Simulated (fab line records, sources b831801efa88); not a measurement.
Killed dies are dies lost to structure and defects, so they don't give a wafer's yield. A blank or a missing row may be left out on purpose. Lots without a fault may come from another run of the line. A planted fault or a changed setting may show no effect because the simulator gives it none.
fab line records | flow gf180mcu
record lots=6 wafers=18 last_day=34
route steps=602 shown V5@566 TOP_METAL@567 PASSIVATION@602
lots that met no fault: from a run of the same line without faults
start_h: hours from the record's first day to the start of the lot's first wafer shown | wait_h: hours since the lot's step before | " the same as in the row above | L1.1+2: a row that stands for several wafers | - no value, or no start given | * or withheld: withheld | < > ~ a bound
route shown NAME@n: a module of which the file shows steps, and the number in the route of the first | usual: mean/standard deviation of fault-free wafers | same: alike in all rows | chamber/n: place in a boat | sites: the reading at each site | _std_site: their standard deviation | _edge_site: outer sites' mean less inner sites' | radius_mm: how far each site lies from the wafer's centre | mask NAME#n: copy n | behind: the tool/chamber that last shaped the wafer | hold: why the lot was held/for how many hours/how that ended | device: the transistor (n, p or np) that didn't switch | end of line: the same wafers' tests at the end of the route | a step without rows: its recipe alone | killed: dies lost to structure and defects at the first sort, not the wafer's yield | map: a wafer's dies, x killed, . not, _ none there
set.NAME: the setting as run; set.NAME@STEP: as run at that earlier step | model.NAME: the simulator's own value behind a step, which no gauge read
lots at some steps of the route; a table a step, a row a wafer
services: from which hour (start_h, from the record's first day; less than 0 if before it) a tool's chamber was out of use, for how many hours, and why
## steps
# step GF_V5_CMP_26
# recipe stop_on=SiO2 down_force_psi=3.5 platen_rpm=60 t_overpolish_s=15 target_thk_nm=0 pad_velocity_m_s=0.94248
# usual motor_current_A=11.2/1 overpolish_run_s=15.000/0.0087 time_to_endpoint_s=85/4.9
# columns lot.wafer tool chamber start_h wait_h motor_current_A overpolish_run_s time_to_endpoint_s
L932.4 cmp-01 0 635.43 0.0 11.6 15.011 85
L932.3 " 2 " " 9.9 14.996 83
L932.5 " 0 " " 11.9 15.012 92
L936.1 cmp-01 1 669.16 0.1 10.8 14.996 86
L936.2 " 2 " " 10.3 14.998 79
L936.5 " 1 " " 11.1 14.995 90
L937.2 cmp-01 1 670.94 0.4 10.7 15.007 95
L937.4 " 0 " " 11.4 15.026 94
L937.6 " 1 " " 11.4 15.002 94
L940.3 cmp-01 2 696.42 0.4 10.4 14.995 78
L940.1 " 3 " " 13.0 14.998 87
L940.5 " 1 " " 11.0 14.995 88
L951.4 cmp-02 3 770.21 0.1 11.1 15.005 74
L951.3 " 0 " " 12.3 15.002 83
L951.5 " 3 " " 11.6 15.004 78
L953.2 cmp-01 1 782.40 0.0 11.3 14.985 85
L953.4 " 0 " " 12.1 14.997 88
L953.6 " 1 " " 11.3 14.996 88
# step GF_TOP_METAL_SPUTTER_00
# recipe material=Ti target_thk_nm=37.5 arriving_ion_energy_ev=80 substrate_temp_c=200 chamber_pressure_pa=2 power_w=4000 time_s=150
# usual chamber_pressure_pa=2.001/0.0044 throttle_valve_pct=30.0/1
# same time_s=150
# columns lot.wafer tool chamber start_h wait_h chamber_pressure_pa throttle_valve_pct
L932.3 pvd_sputter-02 - 635.73 0.1 1.997 29.2
L932.4 " - " " 2.007 29.3
L932.5 " - " " 1.998 29.2
L936.1 pvd_sputter-02 - 669.41 0.2 1.999 29.1
L936.2 " - " " 2.005 29.4
L936.5 " - " " 2.005 29.2
L937.2 pvd_sputter-01 - 671.24 0.2 2.004 30.9
L937.4 " - " " 1.998 30.2
L937.6 " - " " 1.995 30.3
L940.1 pvd_sputter-01 - 696.62 0.1 1.999 31.1
L940.3 " - " " 1.998 28.5
L940.5 " - " " 1.993 28.3
L951.3 pvd_sputter-03 - 770.46 0.1 1.994 30.6
L951.4 " - " " 2.001 29.4
L951.5 " - " " 1.999 30.8
L953.2 pvd_sputter-02 - 782.70 0.2 2.004 30.6
L953.4 " - " " 2.001 28.9
L953.6 " - " " 1.997 29.0
# step GF_TOP_METAL_SPUTTER_01
# recipe material=TiN target_thk_nm=30 power_w=6500 time_s=25 chamber_pressure_pa=0.4
# usual chamber_pressure_pa=0.4000/0.00079 throttle_valve_pct=30.0/1.1
# same time_s=25
# columns lot.wafer tool chamber start_h wait_h chamber_pressure_pa throttle_valve_pct
L932.3 pvd_sputter-02 - 635.83 0.1 0.3998 29.0
L932.4 " - " " 0.4004 29.3
L932.5 " - " " 0.3990 29.0
L936.1 pvd_sputter-02 - 669.51 0.1 0.3992 28.9
L936.2 " - " " 0.4003 29.1
L936.5 " - " " 0.3991 29.2
L937.2 pvd_sputter-01 - 671.34 0.1 0.3993 31.4
L937.4 " - " " 0.3991 30.4
L937.6 " - " " 0.3999 30.0
L940.1 pvd_sputter-01 - 696.72 0.1 0.3995 31.3
L940.3 " - " " 0.3993 28.6
L940.5 " - " " 0.4002 28.5
L951.3 pvd_sputter-03 - 770.56 0.1 0.3993 30.8
L951.4 " - " " 0.4010 29.5
L951.5 " - " " 0.3995 30.5
L953.2 pvd_sputter-02 - 782.80 0.1 0.4012 30.4
L953.4 " - " " 0.4003 29.1
L953.6 " - " " 0.4005 29.1
# step GF_TOP_METAL_SPUTTER_02
# recipe material=AlCu target_thk_nm=900 power_w=10600 chamber_pressure_pa=0.3 substrate_temp_c=250 gas=Ar time_s=47.82
# step GF_TOP_METAL_SPUTTER_03
# recipe material=Ti target_thk_nm=5 substrate_temp_c=300 chamber_pressure_pa=0.3 power_w=3000 time_s=3.3
# step GF_TOP_METAL_SPUTTER_04
# recipe material=TiN target_thk_nm=25 power_w=6500 time_s=20.8 chamber_pressure_pa=0.4
# usual chamber_pressure_pa=0.4001/0.00079 throttle_valve_pct=30.0/1
# same time_s=20.8
# columns lot.wafer tool chamber start_h wait_h chamber_pressure_pa throttle_valve_pct
L932.3 pvd_sputter-02 - 635.93 0.0 0.4000 29.1
L932.4 " - " " 0.3993 29.2
L932.5 " - " " 0.3990 29.3
L936.1 pvd_sputter-02 - 669.60 0.0 0.4004 29.2
L936.2 " - " " 0.4011 29.3
L936.5 " - " " 0.3995 29.3
L937.2 pvd_sputter-01 - 671.43 0.0 0.4001 30.9
L937.4 " - " " 0.3997 30.5
L937.6 " - " " 0.4001 29.9
L940.1 pvd_sputter-01 - 696.82 0.0 0.4008 31.3
L940.3 " - " " 0.4012 28.3
L940.5 " - " " 0.4008 28.5
L951.3 pvd_sputter-03 - 770.65 0.0 0.4008 30.6
L951.4 " - " " 0.3998 29.4
L951.5 " - " " 0.4013 30.6
L953.2 pvd_sputter-02 - 782.90 0.0 0.4003 30.7
L953.4 " - " " 0.4004 29.0
L953.6 " - " " 0.4014 29.1
# step GF_TOP_METAL_RS_MEAS_05
# recipe thk_meas_gauge=four-point-probe reads=TiN_of_TOP_METAL_SPUTTER_04+Ti_of_TOP_METAL_SPUTTER_03+AlCu_of_TOP_METAL_SPUTTER_02+TiN_of_TOP_METAL_SPUTTER_01+Ti_of_TOP_METAL_SPUTTER_00
# usual TOP_METAL_ALCU_RS=0.0328/0.00045
# columns lot.wafer tool chamber start_h wait_h TOP_METAL_ALCU_RS[ohm/sq]
L932.3 film_metro-02 - 635.99 0.1 0.0329
L932.4 " - " " 0.0328
L932.5 " - " " 0.0328
L936.1 film_metro-03 - 669.63 0.0 0.0336
L936.2 " - " " 0.0331
L936.5 " - " " 0.0331
L937.2 film_metro-02 - 671.48 0.0 0.0327
L937.4 " - " " 0.0335
L937.6 " - " " 0.0335
L940.1 film_metro-02 - 696.84 0.0 0.0317
L940.3 " - " " 0.0320
L940.5 " - " " 0.0320
L951.3 film_metro-02 - 770.72 0.1 0.0329
L951.4 " - " " 0.0331
L951.5 " - " " 0.0325
L953.2 film_metro-01 - 782.94 0.0 0.0329
L953.4 " - " " 0.0328
L953.6 " - " " 0.0332
# step GF_TOP_METAL_THK_MEAS_06
# recipe thk_meas_gauge=xrf reads=AlCu_of_TOP_METAL_SPUTTER_02
# usual TOP_METAL_ALCU_THK=916/15
# columns lot.wafer tool chamber start_h wait_h TOP_METAL_ALCU_THK[nm]
L932.3 film_metro-02 - 636.09 0.1 921
L932.4 " - " " 922
L932.5 " - " " 919
L936.1 film_metro-03 - 669.75 0.1 890
L936.2 " - " " 900
L936.5 " - " " 898
L937.2 film_metro-02 - 671.59 0.1 931
L937.4 " - " " 911
L937.6 " - " " 904
L940.1 film_metro-02 - 696.96 0.1 953
L940.3 " - " " 946
L940.5 " - " " 944
L951.3 film_metro-02 - 770.82 0.1 919
L951.4 " - " " 914
L951.5 " - " " 931
L953.2 film_metro-01 - 783.05 0.1 906
L953.4 " - " " 913
L953.6 " - " " 900
# step GF_TOP_METAL_DEHYDRATE_07
# recipe temp_c=200 time_s=60
# step GF_TOP_METAL_HMDS_08
# recipe prime_time_s=60 prime_temp_c=120
# step GF_TOP_METAL_COAT_09
# recipe resist=NOVOLAK spin_rpm=3000 resist_thk_nm=1500
# step GF_TOP_METAL_SOFTBAKE_10
# recipe temp_c=90 time_s=60 resist=NOVOLAK
# step GF_TOP_METAL_EXPOSE_11
# recipe mask_id=MetalTop target_cd_nm=440 na=0.6 source_shape=conventional sigma_outer=0.6 dose_mj=170
# columns lot.wafer tool chamber start_h wait_h mask
L932.3+4+5 iline_stepper-02 0 646.16 - MetalTop#0
L936.1+2+5 iline_stepper-02 0 679.20 - MetalTop#0
L937.2+4+6 iline_stepper-01 0 680.92 - MetalTop#0
L940.1+3+5 iline_stepper-01 0 706.55 - MetalTop#0
L951.3+4+5 iline_stepper-02 0 778.70 - MetalTop#0
L953.2+4+6 iline_stepper-01 0 790.61 - MetalTop#0
# step GF_TOP_METAL_PEB_12
# recipe temp_c=withheld time_s=* resist=NOVOLAK
# step GF_TOP_METAL_DEVELOP_13
# recipe develop_time_s=60 dev_temp_c=23
# step GF_TOP_METAL_CD_MEAS_14
# recipe target_cd_nm=440
# usual cd_nm=440.2/2.6
# columns lot.wafer tool chamber start_h wait_h cd_nm
L932.3 cd_sem-01 - 655.61 0.1 438.3
L932.4 " - " " 437.0
L932.5 " - " " 439.1
L936.1 cd_sem-02 - 688.60 0.2 438.6
L936.2 " - " " 442.3
L936.5 " - " " 440.5
L937.2 cd_sem-02 - 689.99 0.3 429.8
L937.4 " - " " 396.7
L937.6 " - " " 417.7
L940.1 cd_sem-01 - 715.02 0.1 431.4
L940.3 " - " " 428.8
L940.5 " - " " 424.9
L951.3 cd_sem-02 - 785.96 0.1 443.0
L951.4 " - " " 440.7
L951.5 " - " " 444.3
L953.2 cd_sem-01 - 797.79 0.1 441.2
L953.4 " - " " 443.7
L953.6 " - " " 440.9
# step GF_TOP_METAL_OVL_MEAS_15
# usual TOP_METAL_OVL=0.1/1.2
# columns lot.wafer tool chamber start_h wait_h TOP_METAL_OVL[nm]
L932.3 overlay-01 - 655.71 0.1 1.0
L932.4 " - " " 0.1
L932.5 " - " " -0.9
L936.1 overlay-02 - 688.72 0.1 0.8
L936.2 " - " " 1.4
L936.5 " - " " -0.4
L937.2 overlay-02 - 690.09 0.1 0.3
L937.4 " - " " 0.4
L937.6 " - " " -0.1
L940.1 overlay-02 - 715.14 0.1 -2.0
L940.3 " - " " -2.3
L940.5 " - " " -1.8
L951.3 overlay-02 - 786.05 0.1 -0.3
L951.4 " - " " 2.3
L951.5 " - " " 0.1
L953.2 overlay-01 - 797.89 0.1 -1.6
L953.4 " - " " -1.6
L953.6 " - " " -2.0
# step GF_TOP_METAL_METAL_ETCH_16
# recipe chemistry=Cl2/BCl3 mask_material=NOVOLAK target_depth_nm=1077.5 stop_on=SiO2 pressure_mtorr=8 icp_w=800 bias_w=140 Cl2_flow_sccm=80 bcl3_flow_sccm=40 time_s=179.6
# usual drypump_motor_current_A=5.9/0.41 oes_product_au=0.963/0.0087 throttle_valve_pct=28.260/0.011
# same time_s=179.6
# columns lot.wafer tool chamber start_h wait_h drypump_motor_current_A oes_product_au rf_hours_counter_h throttle_valve_pct model.TOP_METAL.cd_nm
L932.3 rie_metal-02 1 655.79 0.1 6.2 0.965 - 28.255 436.4
L932.4 " 0 " " 6.1 0.966 - 28.264 434.2
L932.5 " 1 " " 6.2 0.952 - 28.270 433.7
L936.1 rie_metal-01 1 688.76 0.0 5.0 0.951 5 28.271 426.5
L936.2 " 0 " " 6.2 0.962 1 28.263 443.6
L936.5 " 1 " " 5.0 0.963 - 28.269 433.3
L937.2 rie_metal-02 1 690.12 0.0 6.2 0.965 13 28.262 425.4
L937.4 " 0 " " 6.1 0.946 - 28.268 393
L937.6 " 1 " " 6.3 0.959 - 28.262 418.2
L940.1 rie_metal-03 0 715.18 0.0 5.7 0.984 11 28.243 429.8
L940.3 " 1 " " 5.7 0.971 - 28.240 415.8
L940.5 " 1 " " 5.7 0.979 - 28.253 410.2
L951.3 rie_metal-02 1 786.13 0.1 6.3 0.960 - 28.259 437.1
L951.4 " 0 " " 6.0 0.956 - 28.270 451.3
L951.5 " 1 " " 6.2 0.970 - 28.251 438
L953.2 rie_metal-01 0 797.92 0.0 6.2 0.947 6 28.252 443.6
L953.4 " 1 " " 5.0 0.951 - 28.265 443
L953.6 " 0 " " 6.2 0.956 - 28.263 443.4
# step GF_TOP_METAL_STRIP_17
# recipe chemistry=O2/N2 power_w=1400 pressure_mtorr=1500 platen_temp_c=250 o2_flow_sccm=3000 n2_flow_sccm=300 overash_fraction=0.5
# usual drypump_motor_current_A=5.7/0.32 heater_power_w=326/36 oes_product_au=0.711/0.004 strip_time_to_endpoint_s=13.53/0.13
# columns lot.wafer tool chamber start_h wait_h drypump_motor_current_A heater_power_w oes_product_au rf_hours_counter_h strip_time_to_endpoint_s
L932.3 plasma_asher-01 1 655.94 0.1 5.6 368 0.711 - 13.58
L932.4 " 0 " " 5.9 323 0.711 - 13.39
L932.5 " 0 " " 5.9 323 0.703 - 13.65
L936.1 plasma_asher-03 0 688.93 0.1 5.2 360 0.718 57 13.56
L936.2 " 1 " " 6.0 302 0.709 57 13.75
L936.5 " 0 " " 5.1 356 0.711 - 13.55
L937.2 plasma_asher-01 0 690.30 0.1 5.9 315 0.715 93 13.66
L937.4 " 0 " " 5.9 327 0.715 - 13.43
L937.6 " 0 " " 5.9 325 0.704 - 13.62
L940.1 plasma_asher-01 1 715.35 0.1 5.6 363 0.711 95 13.23
L940.3 " 1 " " 5.6 371 0.709 - 13.54
L940.5 " 0 " " 5.9 326 0.707 - 13.56
L951.3 plasma_asher-04 0 786.28 0.1 6.2 267 0.709 - 13.62
L951.4 " 1 " " 5.7 332 0.714 - 13.51
L951.5 " 0 " " 6.2 257 0.717 - 13.60
L953.2 plasma_asher-01 0 798.10 0.1 5.9 324 0.717 104 13.79
L953.4 " 1 " " 5.5 361 0.712 - 13.78
L953.6 " 0 " " 5.9 319 0.711 - 13.74
# step GF_PASSIVATION_PROBE_99
# columns lot.wafer tool chamber start_h wait_h model.etest.met_top.width_nm model.etest.met_top.line_ohm_um
L932.3 prober-02 - 678.21 0.2 434.4 0.08022
L932.4 prober-02 - 678.26 0.2 432.8 0.08076
L932.5 prober-02 - 678.31 0.2 437.9 0.07947
L936.1 prober-02 - 709.48 0.1 423.7 0.08426
L936.2 prober-02 - 709.53 0.1 441.6 0.07984
L936.5 prober-02 - 709.68 0.2 426.7 0.08258
L937.2 prober-01 - 711.53 0.1 424.2 0.08211
L937.4 prober-01 - 711.63 0.2 393.4 0.09145
L937.6 prober-01 - 711.73 0.2 419.2 0.0856
L940.1 prober-02 - 735.61 0.1 430.9 0.07817
L940.3 prober-02 - 735.71 0.2 416.6 0.08176
L940.5 prober-02 - 735.81 0.2 412.9 0.08178
L951.3 prober-01 - 804.08 0.2 437.9 0.08007
L951.4 prober-01 - 804.13 0.2 452.2 0.07766
L951.5 prober-01 - 804.18 0.2 438.1 0.0785
L953.2 prober-01 - 815.33 0.1 444.8 0.07893
L953.4 prober-01 - 815.43 0.2 439.8 0.07935
L953.6 prober-01 - 815.53 0.2 443.1 0.0807
# killed by level:class
L932.3 V2:geometric_particle:open=5 STI:geometric_particle:short=4 CONTACT:geometric_particle:open=4 V1:geometric_particle:open=4 CONTACT:geometric_particle:short=2 M1:geometric_particle:short=2 M2:geometric_particle:short=2 V3:geometric_particle:open=2
L932.4 STI:geometric_particle:open=4 V1:geometric_particle:open=4 CONTACT:geometric_particle:open=3 V4:geometric_particle:short=3 STI:geometric_particle:short=2 M1:geometric_particle:open=2 M2:geometric_particle:open=2 V3:geometric_particle:short=2
L932.5 STI:geometric_particle:open=7 CONTACT:geometric_particle:open=6 STI:geometric_particle:short=4 V2:geometric_particle:short=3 V2:geometric_particle:open=3 V3:geometric_particle:open=3 V4:geometric_particle:open=3 V5:geometric_particle:open=3
L936.1 V3:geometric_particle:open=6 CONTACT:geometric_particle:open=6 M1:geometric_particle:short=4 V1:geometric_particle:open=4 V2:geometric_particle:open=3 V4:geometric_particle:open=3 STI:geometric_particle:short=2 V1:geometric_particle:short=2
L936.2 V1:geometric_particle:open=5 V2:geometric_particle:open=5 V4:geometric_particle:open=4 STI:geometric_particle:open=3 STI:geometric_particle:short=2 CONTACT:geometric_particle:open=2 V1:geometric_particle:short=2 V2:geometric_particle:short=2
L936.5 V3:geometric_particle:open=6 V2:geometric_particle:open=5 V4:geometric_particle:open=4 V3:geometric_particle:short=3 POLY_GATE:geometric_particle:short=3 M1:geometric_particle:open=3 V1:geometric_particle:short=3 M2:geometric_particle:short=3
L940.1 V1:geometric_particle:open=6 V2:geometric_particle:open=6 STI:geometric_particle:open=5 M4:geometric_particle:short=5 CONTACT:geometric_particle:open=3 V3:geometric_particle:short=3 V3:geometric_particle:open=3 SALICIDE:geometric_particle:short=2
L940.3 V3:geometric_particle:open=8 V5:geometric_particle:short=5 CONTACT:geometric_particle:open=4 V4:geometric_particle:open=4 CONTACT:geometric_particle:short=3 V1:geometric_particle:open=3 V4:geometric_particle:short=3 STI:geometric_particle:open=2
L940.5 V4:geometric_particle:short=7 CONTACT:geometric_particle:open=6 V3:geometric_particle:open=6 M1:geometric_particle:short=5 STI:geometric_particle:short=4 V1:geometric_particle:open=4 V2:geometric_particle:short=3 V2:geometric_particle:open=3
L951.3 CONTACT:geometric_particle:open=7 V2:geometric_particle:open=6 STI:geometric_particle:short=4 V4:geometric_particle:open=3 STI:geometric_particle:open=3 CONTACT:geometric_particle:short=3 V5:geometric_particle:open=3 POLY_GATE:geometric_particle:open=2
L951.4 V1:geometric_particle:open=8 V3:geometric_particle:open=7 V4:geometric_particle:open=6 STI:geometric_particle:short=5 V2:geometric_particle:short=5 V2:geometric_particle:open=4 V5:geometric_particle:short=4 POLY_GATE:geometric_particle:open=3
L951.5 V1:geometric_particle:open=8 M1:geometric_particle:short=5 STI:geometric_particle:open=4 V3:geometric_particle:short=4 M4:geometric_particle:short=4 V5:geometric_particle:open=4 CONTACT:geometric_particle:open=3 M1:geometric_particle:open=3
L953.2 CONTACT:geometric_particle:open=6 V3:geometric_particle:open=6 V2:geometric_particle:open=5 CONTACT:geometric_particle:short=3 V1:geometric_particle:short=3 M3:geometric_particle:short=3 M5:geometric_particle:short=3 STI:geometric_particle:open=2
L953.4 V5:geometric_particle:open=6 V4:geometric_particle:open=5 CONTACT:geometric_particle:open=4 SALICIDE:geometric_particle:open=2 M1:geometric_particle:short=2 V1:geometric_particle:open=2 M2:geometric_particle:short=2 V2:geometric_particle:open=2
L953.6 V1:geometric_particle:open=7 V2:geometric_particle:open=6 V5:geometric_particle:open=6 M2:geometric_particle:short=4 STI:geometric_particle:short=3 M3:geometric_particle:short=3 V3:geometric_particle:open=3 POLY_GATE:geometric_particle:open=2
## services
# columns tool chamber start_h hours kind
rie_metal-01 - 616.04 1.4 pm
rie_metal-01 0 624.43 4.0 repair
cmp-02 - 625.78 0.7 repair
cmp-02 - 632.92 0.8 repair
cmp-02 - 635.01 1.1 repair
cmp-02 - 636.63 1.9 repair
cmp-02 - 636.80 1.0 repair
cmp-01 - 637.03 2.4 repair
iline_stepper-01 - 652.71 1.7 pm
cmp-02 - 669.74 5.6 pm
plasma_asher-01 - 671.21 1.4 repair
rie_metal-02 - 675.98 2.8 pm
cmp-02 - 693.40 22.3 pm
plasma_asher-01 - 696.12 2.3 repair
iline_stepper-02 - 710.56 5.9 repair
cmp-01 - 723.04 1.0 repair
rie_metal-03 - 724.21 0.2 repair
cmp-02 - 724.77 1.2 repair
pvd_sputter-03 - 725.57 0.7 repair
pvd_sputter-02 - 727.29 4.4 repair
rie_metal-01 - 737.97 0.1 repair
cmp-01 - 744.00 4.0 pm
rie_metal-01 1 756.47 19.7 repair
rie_metal-02 - 797.88 1.4 pm
## key
first_sign step=GF_TOP_METAL_CD_MEAS_14 reading=cd_nm direction=down sigmas=7 usual=440.2 struck=421.6 through=control_loop
effect none on later readings
model_effect step=GF_TOP_METAL_METAL_ETCH_16 value=TOP_METAL.cd_nm without=434.3 struck=415.4
model_effect step=GF_PASSIVATION_PROBE_99 value=etest.met_top.width_nm without=435.1 struck=416.2
met_at GF_TOP_METAL_EXPOSE_11
struck_wafers L937.2,L937.4,L937.6,L940.1,L940.3,L940.5
sort_left_out L937.2,L937.4,L937.6
loop_trim step=GF_TOP_METAL_EXPOSE_11 setting=dose lots=L940
also_fits GF_TOP_METAL_SPUTTER_00:pvd_sputter-01,GF_TOP_METAL_SPUTTER_01:pvd_sputter-01,GF_TOP_METAL_SPUTTER_04:pvd_sputter-01
fault kind=process_parameter_drift tool=iline_stepper-01 chamber=- onset_h=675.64 steps=GF_TOP_METAL_EXPOSE_11 channel=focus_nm offset=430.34 spread_by_wafer=0.3 shape=step end_h=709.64
# sort_left_out: the simulated sort isn't trusted on such a fault, so these wafers' sort isn't shown, and their yield isn't known
# loop_trim: a control loop set the setting to another value than it would have without faults
